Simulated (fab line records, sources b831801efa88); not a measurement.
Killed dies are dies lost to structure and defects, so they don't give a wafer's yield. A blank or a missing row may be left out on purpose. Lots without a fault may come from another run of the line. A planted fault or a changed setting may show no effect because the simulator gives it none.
Which tool did it? | flow gf180mcu | 15 lots, 45 wafers sampled, at 5 steps of a route of 602

WHAT THE GAUGES READ, wafer by wafer
GF_VT_IMPLANT_TW_MEAS_32. Usual: VT_IMPLANT_3_TW 268.7, standard deviation 2.6.
lot  | measured     | on            | VT_IMPLANT_3_TW   | flag
L706 | day 6 23:51  | film_metro-03 | 265.2 266.0 267.0 |
L707 | day 7 13:11  | film_metro-04 | 272.0 272.5 271.7 |
L709 | day 8 00:41  | film_metro-04 | 272.3 271.2 271.9 |
L708 | day 8 01:56  | film_metro-04 | 30.2 30.2 30.3    | OFF
L710 | day 8 07:18  | film_metro-02 | 29.8 29.7 29.7    | OFF
L711 | day 8 10:54  | film_metro-03 | 29.8 30.0 30.1    | OFF
L712 | day 8 23:45  | film_metro-04 | 271.0 274.7 270.5 |
L721 | day 11 00:51 | film_metro-04 | 272.9 271.5 272.0 |
L723 | day 11 14:38 | film_metro-03 | 265.7 266.3 266.0 |
L724 | day 11 23:21 | film_metro-03 | 266.4 266.2 265.8 |
L725 | day 12 06:45 | film_metro-04 | 271.0 271.6 271.9 |
L726 | day 12 15:10 | film_metro-02 | 267.9 267.5 267.6 |
L727 | day 12 22:25 | film_metro-03 | 266.7 266.3 266.2 |
L728 | day 13 04:49 | film_metro-03 | 266.9 266.1 266.6 |
L729 | day 13 12:57 | film_metro-03 | 267.0 266.3 266.5 |

GF_M1_RS_MEAS_05: measures by four-point-probe. Usual: M1_ALCU_RS 0.0693 ohm/sq, standard deviation 0.00083.
lot  | measured     | on            | M1_ALCU_RS (ohm/sq)  | flag
L706 | day 16 08:54 | film_metro-04 | 0.0698 0.0701 0.0690 |
L707 | day 17 06:54 | film_metro-03 | 0.0698 0.0690 0.0695 |
L709 | day 17 21:40 | film_metro-02 | 0.0697 0.0704 0.0699 |
L712 | day 19 04:32 | film_metro-02 | 0.0690 0.0679 0.0685 |
L721 | day 22 05:07 | film_metro-03 | 0.0674 0.0687 0.0687 |
L723 | day 22 15:33 | film_metro-04 | 0.0695 0.0688 0.0698 |
L724 | day 23 09:43 | film_metro-04 | 0.0683 0.0684 0.0690 |
L725 | day 23 13:38 | film_metro-04 | 0.0685 0.0689 0.0686 |
L726 | day 23 20:52 | film_metro-04 | 0.0697 0.0698 0.0688 |
L727 | day 24 07:22 | film_metro-03 | 0.0692 0.0684 0.0692 |
L728 | day 24 12:52 | film_metro-03 | 0.0677 0.0681 0.0684 |
L729 | day 24 19:06 | film_metro-03 | 0.0686 0.0695 0.0688 |

GF_V2_OVL_MEAS_15. Usual: V2_OVL -4 nm, standard deviation 5.1.
lot  | measured     | on         | V2_OVL (nm) | flag
L706 | day 20 13:08 | overlay-01 | 0 1 -3      |
L707 | day 21 12:54 | overlay-01 | 2 -9 -11    |
L709 | day 22 03:20 | overlay-01 | 3 4 4       |
L712 | day 23 10:05 | overlay-02 | -1 2 3      |
L721 | day 26 03:51 | overlay-02 | -10 -11 -7  |
L723 | day 26 13:43 | overlay-02 | 3 2 -4      |
L724 | day 27 08:02 | overlay-02 | 1 -4 -4     |
L725 | day 27 11:07 | overlay-02 | -12 -11 -11 |
L726 | day 27 16:25 | overlay-02 | -4 -11 -6   |
L727 | day 28 02:26 | overlay-01 | 1 -3 5      |
L728 | day 28 07:46 | overlay-02 | -7 -9 -13   |
L729 | day 28 12:20 | overlay-02 | 6 -2 0      |

WHICH TOOL RAN EACH LOT (tool, then ch and the chambers of the sampled wafers, then the start)
lot  | GF_VT_IMPLANT_IMPLANT_30        | GF_SAB_STRIP_13
L706 | implanter-04 ch 0, day 6 23:37  | plasma_asher-04 ch 0, day 15 07:34
L707 | implanter-04 ch 0, day 7 12:56  | plasma_asher-01 ch 0,1, day 16 04:31
L709 | implanter-04 ch 0, day 8 00:26  | plasma_asher-01 ch 0,1, day 16 19:04
L708 | implanter-03, day 8 01:41       | -
L710 | implanter-04, day 8 07:03       | -
L711 | implanter-04, day 8 10:39       | -
L712 | implanter-02 ch 0, day 8 23:30  | plasma_asher-02 ch 0,1, day 18 01:47
L721 | implanter-03 ch 0, day 11 00:36 | plasma_asher-02 ch 0,1, day 21 02:07
L723 | implanter-03 ch 0, day 11 14:23 | plasma_asher-01 ch 0,1, day 21 13:16
L724 | implanter-03 ch 0, day 11 23:07 | plasma_asher-02 ch 0,1, day 22 07:32
L725 | implanter-02 ch 0, day 12 06:31 | plasma_asher-04 ch 0,1, day 22 12:25
L726 | implanter-03 ch 0, day 12 14:55 | plasma_asher-01 ch 0,1, day 22 18:13
L727 | implanter-03 ch 0, day 12 22:11 | plasma_asher-04 ch 0,1, day 23 05:45
L728 | implanter-02 ch 0, day 13 04:35 | plasma_asher-04 ch 0,1, day 23 10:47
L729 | implanter-03 ch 0, day 13 12:43 | plasma_asher-01 ch 1, day 23 17:46
- GF_VT_IMPLANT_IMPLANT_30
- GF_SAB_STRIP_13: strips in O2/N2.

WHAT THE TOOLS THEMSELVES READ (means of the sampled wafers that have a number; where no wafer has one, the mark that the record gives instead)
GF_VT_IMPLANT_IMPLANT_30. Usual: beam_energy_keV 25.001, standard deviation 0.0084; beam_on_s 9.99 s, standard deviation 0.22.
lot  | tool         | beam_energy_keV | beam_on_s (s) | flag
L706 | implanter-04 | 24.995          | 10.28         |
L707 | implanter-04 | 24.998          | 10.03         |
L709 | implanter-04 | 24.999          | 10.10         |
L708 | implanter-03 | -               | -             | OFF
L710 | implanter-04 | -               | -             | OFF
L711 | implanter-04 | -               | -             | OFF
L712 | implanter-02 | 25.001          | 10.05         |
L721 | implanter-03 | 24.993          | 10.00         |
L723 | implanter-03 | 24.998          | 10.01         |
L724 | implanter-03 | 25.000          | 9.79          |
L725 | implanter-02 | 25.007          | 10.17         |
L726 | implanter-03 | 24.993          | 9.84          |
L727 | implanter-03 | 24.997          | 9.83          |
L728 | implanter-02 | 25.022          | 9.97          |
L729 | implanter-03 | 24.996          | 10.13         |

GF_SAB_STRIP_13. Usual: drypump_motor_current_A 5.63 A, standard deviation 0.28; heater_power_w 343 W, standard deviation 25; oes_product_au 0.710 a.u., standard deviation 0.0042; strip_time_to_endpoint_s 12.63 s, standard deviation 0.03.
lot  | tool            | drypump_motor_current_A (A) | heater_power_w (W) | oes_product_au (a.u.) | strip_time_to_endpoint_s (s) | flag
L706 | plasma_asher-04 | 5.09                        | 353                | 0.705                 | 12.62                        |
L707 | plasma_asher-01 | 5.77                        | 336                | 0.707                 | 12.66                        |
L709 | plasma_asher-01 | 5.84                        | 322                | 0.707                 | 12.66                        |
L712 | plasma_asher-02 | 5.79                        | 327                | 0.715                 | 12.60                        |
L721 | plasma_asher-02 | 5.68                        | 328                | 0.710                 | 12.67                        |
L723 | plasma_asher-01 | 5.79                        | 342                | 0.708                 | 12.59                        |
L724 | plasma_asher-02 | 5.77                        | 330                | 0.709                 | 12.63                        |
L725 | plasma_asher-04 | 5.44                        | 371                | 0.708                 | 12.59                        |
L726 | plasma_asher-01 | 5.84                        | 329                | 0.710                 | 12.68                        |
L727 | plasma_asher-04 | 5.26                        | 367                | 0.711                 | 12.61                        |
L728 | plasma_asher-04 | 5.46                        | 378                | 0.708                 | 12.64                        |
L729 | plasma_asher-01 | 5.74                        | 360                | 0.713                 | 12.59                        |

THE ANSWER, worked out from the rows above alone
Rule: a lot is off if the mean of its wafers that have a number lies more than 3 standard deviations from the usual mean. A lot without any number at a reading at which 4 lots or more have one is off too. The other lots that the step has rows for count as sound. The gauges are gone through in route order, then the tools' own readings, and for those a lot's mean is taken as printed above. The first step at which some lot is off is used, and at that step the reading that is off furthest; a lot without a number counts as furthest.
Off: L708, L710, L711, at GF_VT_IMPLANT_TW_MEAS_32 (VT_IMPLANT_3_TW).
A tool fits if, at a process step before that reading, it ran every lot that is off, and no sound lot after the first of them. The gauges at GF_VT_IMPLANT_TW_MEAS_32 aren't tried: what is off there is off at GF_VT_IMPLANT_IMPLANT_30 too, on other tools, and a gauge's error can't cause that. None of those tried fits.

WHAT THE SIMULATOR HAD PUT IN
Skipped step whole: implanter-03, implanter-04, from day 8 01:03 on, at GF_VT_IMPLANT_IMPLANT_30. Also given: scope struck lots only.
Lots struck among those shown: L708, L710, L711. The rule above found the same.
